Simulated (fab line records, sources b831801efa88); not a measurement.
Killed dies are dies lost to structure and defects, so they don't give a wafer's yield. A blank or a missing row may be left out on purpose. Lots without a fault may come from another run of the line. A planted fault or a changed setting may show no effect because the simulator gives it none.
fab line records | flow sky130
record lots=12 wafers=36 last_day=50
route steps=708 shown METAL1@450 VIA1@479 METAL2@483 PAD_OPEN@708
lots that met no fault: from a run of the same line without faults
start_h: hours from the record's first day to the start of the lot's first wafer shown | wait_h: hours since the lot's step before | " the same as in the row above | L1.1+2: a row that stands for several wafers | - no value, or no start given | * or withheld: withheld | < > ~ a bound
route shown NAME@n: a module of which the file shows steps, and the number in the route of the first | usual: mean/standard deviation of fault-free wafers | same: alike in all rows | chamber/n: place in a boat | sites: the reading at each site | _std_site: their standard deviation | _edge_site: outer sites' mean less inner sites' | radius_mm: how far each site lies from the wafer's centre | mask NAME#n: copy n | behind: the tool/chamber that last shaped the wafer | hold: why the lot was held/for how many hours/how that ended | device: the transistor (n, p or np) that didn't switch | end of line: the same wafers' tests at the end of the route | a step without rows: its recipe alone | killed: dies lost to structure and defects at the first sort, not the wafer's yield | map: a wafer's dies, x killed, . not, _ none there
set.NAME: the setting as run; set.NAME@STEP: as run at that earlier step | model.NAME: the simulator's own value behind a step, which no gauge read
steps of the route over a sample of lots; a table a step, a row a wafer
services: from which hour (start_h, from the record's first day; less than 0 if before it) a tool's chamber was out of use, for how many hours, and why
## steps
# step SKY_METAL1_OVL_MEAS_16
# usual METAL1_OVL=0/6
# columns lot.wafer tool chamber start_h wait_h METAL1_OVL[nm]
L616.2 overlay-02 - 762.48 0.1 0
L616.5 " - " " 8
L616.6 " - " " 1
L617.1 overlay-01 - 773.48 0.1 -6
L617.3 " - " " -4
L617.4 " - " " -2
L619.4 overlay-01 - 781.71 0.1 -1
L619.5 " - " " -8
L619.6 " - " " 2
L625.3 overlay-01 - 835.20 0.1 -3
L625.5 " - " " -3
L625.6 " - " " -7
L626.1 overlay-01 - 846.39 0.1 -4
L626.5 " - " " 2
L626.6 " - " " 8
L627.2 overlay-01 - 857.80 0.1 0
L627.4 " - " " -10
L627.5 " - " " -1
L629.1 overlay-01 - 872.95 0.1 -5
L629.2 " - " " 4
L629.4 " - " " -4
L632.3 overlay-02 - 895.04 0.1 15
L632.4 " - " " 5
L632.6 " - " " 2
L633.3 overlay-02 - 901.39 0.1 -6
L633.4 " - " " -10
L633.6 " - " " -7
L634.1 overlay-01 - 902.74 0.1 5
L634.5 " - " " 6
L634.6 " - " " -6
L638.1 overlay-01 - 932.97 0.1 11
L638.3 " - " " 8
L638.4 " - " " 4
L639.1 overlay-01 - 935.52 0.1 3
L639.3 " - " " 4
L639.5 " - " " -3
# step SKY_VIA1_CVD_21
# recipe material=W target_thk_nm=270 time_s=80.902 temp_c=400 pressure_torr=40
# usual heater_power_w=924/67
# columns lot.wafer tool chamber start_h wait_h heater_power_w
L616.2 cvd_w-01 1 791.30 0.0 933
L616.5 " 1 " " 918
L616.6 " 0 " " 1075
L617.1 cvd_w-02 1 802.06 0.0 885
L617.3 " 1 " " 916
L617.4 " 0 " " 871
L619.4 cvd_w-01 0 810.38 0.1 1075
L619.5 " 0 " " 1074
L619.6 " 1 " " 968
L625.3 cvd_w-01 0 863.29 0.1 1060
L625.5 " 1 " " 946
L625.6 " 0 " " 1090
L626.1 cvd_w-02 1 875.02 0.0 893
L626.5 " 0 " " 877
L626.6 " 1 " " 888
L627.2 cvd_w-02 0 886.60 0.0 884
L627.4 " 0 " " 857
L627.5 " 1 " " 902
L629.1 cvd_w-01 1 900.85 0.0 953
L629.2 " 0 " " 1091
L629.4 " 1 " " 938
L632.3 cvd_w-01 1 921.65 0.1 880
L632.4 " 0 " " 944
L632.6 " 0 " " 934
L633.3 cvd_w-01 0 928.07 0.1 914
L633.4 " 1 " " 869
L633.6 " 0 " " 960
L634.1 cvd_w-01 0 929.85 0.0 929
L634.5 " 0 " " 963
L634.6 " 1 " " 872
L638.1 cvd_w-01 0 960.19 0.0 952
L638.3 " 0 " " 958
L638.4 " 1 " " 885
L639.1 cvd_w-01 0 961.66 0.0 968
L639.3 " 1 " " 907
L639.5 " 0 " " 951
# step SKY_VIA1_RS_MEAS_22
# recipe thk_meas_gauge=four-point-probe reads=W_of_VIA1_CVD_21+TiN_of_VIA1_SPUTTER_20
# usual VIA1_W_RS=0.432/0.0042
# columns lot.wafer tool chamber start_h wait_h VIA1_W_RS[ohm/sq]
L616.2 film_metro-01 - 791.41 0.1 0.424
L616.5 " - " " 0.424
L616.6 " - " " 0.429
L617.1 film_metro-02 - 802.15 0.1 0.434
L617.3 " - " " 0.435
L617.4 " - " " 0.424
L619.4 film_metro-01 - 810.51 0.1 0.429
L619.5 " - " " 0.424
L619.6 " - " " 0.432
L625.3 film_metro-01 - 863.39 0.1 0.430
L625.5 " - " " 0.426
L625.6 " - " " 0.424
L626.1 film_metro-01 - 875.11 0.1 0.425
L626.5 " - " " 0.426
L626.6 " - " " 0.426
L627.2 film_metro-01 - 886.72 0.1 0.434
L627.4 " - " " 0.446
L627.5 " - " " 0.428
L629.1 film_metro-02 - 900.95 0.1 0.428
L629.2 " - " " 0.432
L629.4 " - " " 0.433
L632.3 film_metro-02 - 921.75 0.1 0.434
L632.4 " - " " 0.437
L632.6 " - " " 0.436
L633.3 film_metro-01 - 928.17 0.1 0.429
L633.4 " - " " 0.429
L633.6 " - " " 0.436
L634.1 film_metro-01 - 929.94 0.1 0.434
L634.5 " - " " 0.435
L634.6 " - " " 0.431
L638.1 film_metro-01 - 960.28 0.1 0.435
L638.3 " - " " 0.439
L638.4 " - " " 0.427
L639.1 film_metro-03 - 961.75 0.1 0.436
L639.3 " - " " 0.429
L639.5 " - " " 0.432
# step SKY_METAL2_SPUTTER_00
# recipe material=Ti target_thk_nm=15 power_w=3000 time_s=10 chamber_pressure_pa=0.4
# usual throttle_valve_pct=29.7/1.4
# columns lot.wafer tool chamber start_h wait_h throttle_valve_pct
L616.2 pvd_sputter-01 - 791.87 0.2 31.1
L616.5 " - " " 31.4
L616.6 " - " " 30.4
L617.1 pvd_sputter-04 - 802.63 0.1 29.3
L617.3 " - " " 28.7
L617.4 " - " " 28.6
L619.4 pvd_sputter-02 - 810.93 0.1 30.6
L619.5 " - " " 30.9
L619.6 " - " " 28.3
L625.3 pvd_sputter-04 - 863.83 0.1 28.5
L625.5 " - " " 28.4
L625.6 " - " " 29.4
L626.1 pvd_sputter-04 - 875.59 0.2 28.4
L626.5 " - " " 29.3
L626.6 " - " " 32.3
L627.2 pvd_sputter-04 - 887.18 0.1 28.5
L627.4 " - " " 29.1
L627.5 " - " " 29.6
L629.1 pvd_sputter-02 - 901.43 0.2 28.3
L629.2 " - " " 29.1
L629.4 " - " " 29.1
L632.3 pvd_sputter-02 - 922.19 0.1 28.5
L632.4 " - " " 29.3
L632.6 " - " " 28.7
L633.3 pvd_sputter-01 - 928.61 0.1 30.5
L633.4 " - " " 29.6
L633.6 " - " " 30.0
L634.1 pvd_sputter-02 - 930.42 0.2 29.0
L634.5 " - " " 28.4
L634.6 " - " " 29.2
L638.1 pvd_sputter-02 - 960.76 0.1 28.5
L638.3 " - " " 30.6
L638.4 " - " " 28.6
L639.1 pvd_sputter-04 - 962.23 0.1 29.4
L639.3 " - " " 28.5
L639.5 " - " " 28.6
# step SKY_METAL2_RS_MEAS_05
# recipe thk_meas_gauge=four-point-probe reads=TiN_of_METAL2_SPUTTER_04+Ti_of_METAL2_SPUTTER_03+AlCu_of_METAL2_SPUTTER_02+TiN_of_METAL2_SPUTTER_01+Ti_of_METAL2_SPUTTER_00
# usual METAL2_ALCU_RS=0.1270/0.0014
# columns lot.wafer tool chamber start_h wait_h METAL2_ALCU_RS[ohm/sq]
L616.2 film_metro-01 - 792.03 0.0 0.1260
L616.5 " - " " 0.1259
L616.6 " - " " 0.1247
L617.1 film_metro-04 - 802.77 0.0 0.1261
L617.3 " - " " 0.1278
L617.4 " - " " 0.1279
L619.4 film_metro-04 - 811.13 0.1 0.1275
L619.5 " - " " 0.1290
L619.6 " - " " 0.1278
L625.3 film_metro-04 - 864.01 0.1 0.1261
L625.5 " - " " 0.1272
L625.6 " - " " 0.1254
L626.1 film_metro-04 - 875.79 0.1 0.1275
L626.5 " - " " 0.1276
L626.6 " - " " 0.1275
L627.2 film_metro-03 - 887.34 0.0 0.1277
L627.4 " - " " 0.1285
L627.5 " - " " 0.1278
L629.1 film_metro-04 - 901.57 0.0 0.1242
L629.2 " - " " 0.1249
L629.4 " - " " 0.1246
L632.3 film_metro-04 - 922.37 0.1 0.1260
L632.4 " - " " 0.1250
L632.6 " - " " 0.1286
L633.3 film_metro-03 - 928.79 0.1 0.1260
L633.4 " - " " 0.1251
L633.6 " - " " 0.1264
L634.1 film_metro-03 - 930.56 0.0 0.1283
L634.5 " - " " 0.1267
L634.6 " - " " 0.1263
L638.1 film_metro-01 - 960.90 0.0 0.1272
L638.3 " - " " 0.1267
L638.4 " - " " 0.1261
L639.1 film_metro-03 - 962.37 0.0 0.1268
L639.3 " - " " 0.1270
L639.5 " - " " 0.1258
# step SKY_PAD_OPEN_PROBE_99
# usual defect_limited_yield=82.6/1.9 killed_at_M0_to_M3=42/7.1 killed_at_M4_up=3.3/1.9 killed_at_contacts=24/5 killed_at_front_end=15/4.7 killed_at_other=0.3/0.61 killed_dies=86/9.6 killed_open=47/7.5 killed_short=38/6.6 sort_bin_3_pad_short=0.9/0.42 sort_bin_5_function=10.2/1.5 sort_bin_6_memory=6.3/1.1 sort_n_pass=406/9.6 sort_yield_pct=82.6/1.9
# same gross_dies=492 killed_at_back_side=0 sort_bin_4_leakage[%]=0 sort_bin_8_speed[%]=0
# columns lot.wafer tool chamber start_h wait_h defect_limited_yield[%] killed_at_M0_to_M3 killed_at_M4_up killed_at_contacts killed_at_front_end killed_at_other killed_dies killed_open killed_short sort_bin_3_pad_short[%] sort_bin_5_function[%] sort_bin_6_memory[%] sort_n_pass sort_yield_pct[%]
L616.2 prober-02 - 1071.54 0.1 81.7 42 4 26 16 2 90 46 43 0.6 12.0 5.7 402 81.7
L616.5 prober-02 - 1071.69 0.2 82.5 44 3 27 12 0 86 49 36 1.8 10.4 5.3 406 82.5
L616.6 prober-02 - 1071.74 0.2 80.3 49 2 31 15 0 97 60 37 1.2 12.2 6.3 395 80.3
L617.1 prober-01 - 1084.13 0.1 83.3 41 3 29 9 0 82 57 25 0.6 9.6 6.5 410 83.3
L617.3 prober-01 - 1084.23 0.2 81.3 39 9 25 19 0 92 41 51 2.2 11.2 5.3 400 81.3
L617.4 prober-01 - 1084.28 0.2 85.2 33 1 22 16 1 73 33 40 0.4 8.1 6.3 419 85.2
L625.3 prober-01 - 1133.22 0.2 83.1 35 3 26 19 0 83 49 34 1.4 9.3 6.1 409 83.1
L625.5 prober-01 - 1133.32 0.2 83.3 35 4 27 15 1 82 48 34 0.8 10.4 5.5 410 83.3
L625.6 prober-01 - 1133.37 0.2 80.7 51 2 25 17 0 95 49 46 1.0 11.2 7.1 397 80.7
L626.1 prober-02 - 1141.03 0.1 86.4 37 1 21 7 1 67 37 30 1.0 7.9 4.7 425 86.4
L626.5 prober-02 - 1141.23 0.2 83.1 47 5 17 12 2 83 42 40 0.6 10.8 5.5 409 83.1
L626.6 prober-02 - 1141.28 0.2 85.0 42 4 22 6 0 74 44 30 0.8 8.5 5.7 418 85.0
L627.2 prober-01 - 1149.14 0.1 82.1 48 1 24 15 0 88 49 39 1.0 10.6 6.3 404 82.1
L627.4 prober-01 - 1149.24 0.2 79.9 49 6 26 17 1 99 58 41 1.2 11.6 7.3 393 79.9
L627.5 prober-01 - 1149.29 0.2 84.3 39 3 24 11 0 77 33 44 1.2 8.3 6.1 415 84.3
L632.3 prober-01 - 1174.37 0.2 79.3 53 3 29 16 1 102 54 47 0.8 12.4 7.5 390 79.3
L632.4 prober-01 - 1174.42 0.2 83.9 40 1 22 15 1 79 45 34 0.8 8.1 7.1 413 83.9
L632.6 prober-01 - 1174.52 0.2 79.1 49 6 23 25 0 103 50 53 2.0 10.6 8.3 389 79.1
# killed by level:class
L616.2 VIA1:geometric_particle:open=13 CONTACT:geometric_particle:short=10 CONTACT:geometric_particle:open=9 VIA3:geometric_particle:open=5 POLY_GATE:geometric_particle:short=4 VIA1:geometric_particle:short=4 VIA2:geometric_particle:open=4 VIA3:geometric_particle:short=4
L616.5 VIA1:geometric_particle:open=11 VIA3:geometric_particle:open=9 VIA1:geometric_particle:short=7 CONTACT:geometric_particle:open=7 VIA2:geometric_particle:open=6 LI_CONTACT:geometric_particle:open=6 CONTACT:geometric_particle:short=6 LOCAL_INTERCONNECT:geometric_particle:short=4
L616.6 VIA2:geometric_particle:open=12 CONTACT:geometric_particle:open=10 VIA3:geometric_particle:open=9 LI_CONTACT:geometric_particle:open=9 VIA1:geometric_particle:open=8 CONTACT:geometric_particle:short=7 FIELD_ISO:geometric_particle:short=6 METAL2:geometric_particle:short=5
L617.1 VIA1:geometric_particle:open=19 CONTACT:geometric_particle:open=17 VIA2:geometric_particle:open=5 POLY_GATE:geometric_particle:short=4 LI_CONTACT:geometric_particle:open=4 CONTACT:geometric_particle:short=4 VIA1:geometric_particle:short=4 VIA3:geometric_particle:open=4
L617.3 VIA3:geometric_particle:open=9 LOCAL_INTERCONNECT:geometric_particle:short=7 FIELD_ISO:geometric_particle:short=6 CONTACT:geometric_particle:open=6 VIA1:geometric_particle:short=6 METAL2:geometric_particle:short=6 FIELD_ISO:geometric_particle:open=5 CONTACT:geometric_particle:short=5
L617.4 CONTACT:geometric_particle:open=9 POLY_GATE:geometric_particle:short=6 LI_CONTACT:geometric_particle:open=6 VIA1:geometric_particle:short=6 METAL1:geometric_particle:short=5 METAL2:geometric_particle:short=5 VIA2:geometric_particle:open=5 FIELD_ISO:geometric_particle:short=4
L625.3 VIA3:geometric_particle:open=10 VIA1:geometric_particle:open=9 CONTACT:geometric_particle:short=7 FIELD_ISO:geometric_particle:open=6 LI_CONTACT:geometric_particle:open=6 CONTACT:geometric_particle:open=6 FIELD_ISO:geometric_particle:short=5 LI_CONTACT:geometric_particle:short=5
L625.5 CONTACT:geometric_particle:open=10 VIA1:geometric_particle:open=8 CONTACT:geometric_particle:short=7 VIA2:geometric_particle:open=6 LI_CONTACT:geometric_particle:open=6 FIELD_ISO:geometric_particle:short=5 VIA3:geometric_particle:open=5 FIELD_ISO:geometric_particle:open=4
L625.6 CONTACT:geometric_particle:open=11 VIA1:geometric_particle:open=9 LI_CONTACT:geometric_particle:open=7 FIELD_ISO:geometric_particle:short=6 VIA3:geometric_particle:short=6 METAL2:geometric_particle:short=6 VIA2:geometric_particle:open=6 VIA3:geometric_particle:open=6
L626.1 VIA1:geometric_particle:open=11 METAL1:geometric_particle:short=7 LI_CONTACT:geometric_particle:open=6 CONTACT:geometric_particle:open=5 CONTACT:geometric_particle:short=5 VIA3:geometric_particle:open=5 POLY_GATE:geometric_particle:open=4 LOCAL_INTERCONNECT:geometric_particle:short=4
L626.5 METAL2:geometric_particle:short=10 VIA1:geometric_particle:open=9 CONTACT:geometric_particle:open=7 VIA3:geometric_particle:open=6 METAL3:geometric_particle:short=6 VIA2:geometric_particle:open=6 FIELD_ISO:geometric_particle:open=5 METAL1:geometric_particle:short=5
L626.6 VIA1:geometric_particle:open=11 CONTACT:geometric_particle:open=7 LI_CONTACT:geometric_particle:open=6 VIA2:geometric_particle:open=6 LI_CONTACT:geometric_particle:short=4 METAL2:geometric_particle:open=4 METAL3:geometric_particle:short=4 VIA3:geometric_particle:open=4
L627.2 CONTACT:geometric_particle:open=11 METAL1:geometric_particle:short=10 VIA2:geometric_particle:open=8 FIELD_ISO:geometric_particle:open=7 VIA1:geometric_particle:open=7 VIA2:geometric_particle:short=7 POLY_GATE:geometric_particle:short=5 VIA1:geometric_particle:short=5
L627.4 CONTACT:geometric_particle:open=12 VIA3:geometric_particle:open=9 VIA1:geometric_particle:open=8 LI_CONTACT:geometric_particle:open=7 VIA2:geometric_particle:open=7 POLY_GATE:geometric_particle:open=6 METAL1:geometric_particle:short=6 VIA1:geometric_particle:short=6
L627.5 CONTACT:geometric_particle:open=11 METAL1:geometric_particle:short=9 POLY_GATE:geometric_particle:short=6 VIA1:geometric_particle:short=6 VIA1:geometric_particle:open=5 VIA3:geometric_particle:open=4 METAL2:geometric_particle:short=4 VIA2:geometric_particle:open=4
L632.3 VIA3:geometric_particle:open=10 CONTACT:geometric_particle:open=10 VIA1:geometric_particle:open=9 VIA1:geometric_particle:short=7 METAL2:geometric_particle:short=7 FIELD_ISO:geometric_particle:short=6 LOCAL_INTERCONNECT:geometric_particle:short=6 LI_CONTACT:geometric_particle:open=6
L632.4 VIA1:geometric_particle:open=10 CONTACT:geometric_particle:open=8 VIA1:geometric_particle:short=6 POLY_GATE:geometric_particle:open=5 LI_CONTACT:geometric_particle:open=5 VIA3:geometric_particle:open=5 VIA2:geometric_particle:open=5 FIELD_ISO:geometric_particle:short=4
L632.6 FIELD_ISO:geometric_particle:short=9 METAL1:geometric_particle:short=8 VIA3:geometric_particle:open=7 CONTACT:geometric_particle:open=7 VIA2:geometric_particle:open=7 CONTACT:geometric_particle:short=6 METAL2:geometric_particle:short=6 POLY_GATE:geometric_particle:open=5
## services
# columns tool chamber start_h hours kind
cvd_w-01 - 773.64 2.8 pm
pvd_sputter-02 - 779.68 0.9 repair
pvd_sputter-02 - 802.63 1.2 repair
pvd_sputter-02 - 862.50 4.1 repair
cvd_w-02 - 864.74 3.9 repair
cvd_w-01 - 904.00 14.0 pm
cvd_w-01 0 904.00 14.0 vent_cycle
cvd_w-01 1 904.00 14.0 vent_cycle
pvd_sputter-04 - 909.22 0.7 repair
cvd_w-02 1 916.64 7.3 repair
cvd_w-01 0 918.00 - clean
cvd_w-01 1 918.00 - clean
pvd_sputter-01 - 950.17 5.7 repair
## key
first_sign step=SKY_VIA1_RS_MEAS_22 reading=VIA1_W_RS direction=up sigmas=3.3 usual=0.432 struck=0.446
effect none on later readings
met_at SKY_VIA1_CVD_21
struck_lots L627
struck_wafers L627.4
not_acting_at SKY_METAL1_OVL_MEAS_16,SKY_METAL2_SPUTTER_00,SKY_METAL2_RS_MEAS_05
onset_between 875.02 886.60
fault kind=process_parameter_drift tool=cvd_w-02 chamber=- onset_h=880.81 steps=SKY_VIA1_CVD_21 channel=target_thk_nm offset=-7.134 shape=step end_h=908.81 scope=struck_wafers_only acts_in=these_recipes_only stated=270
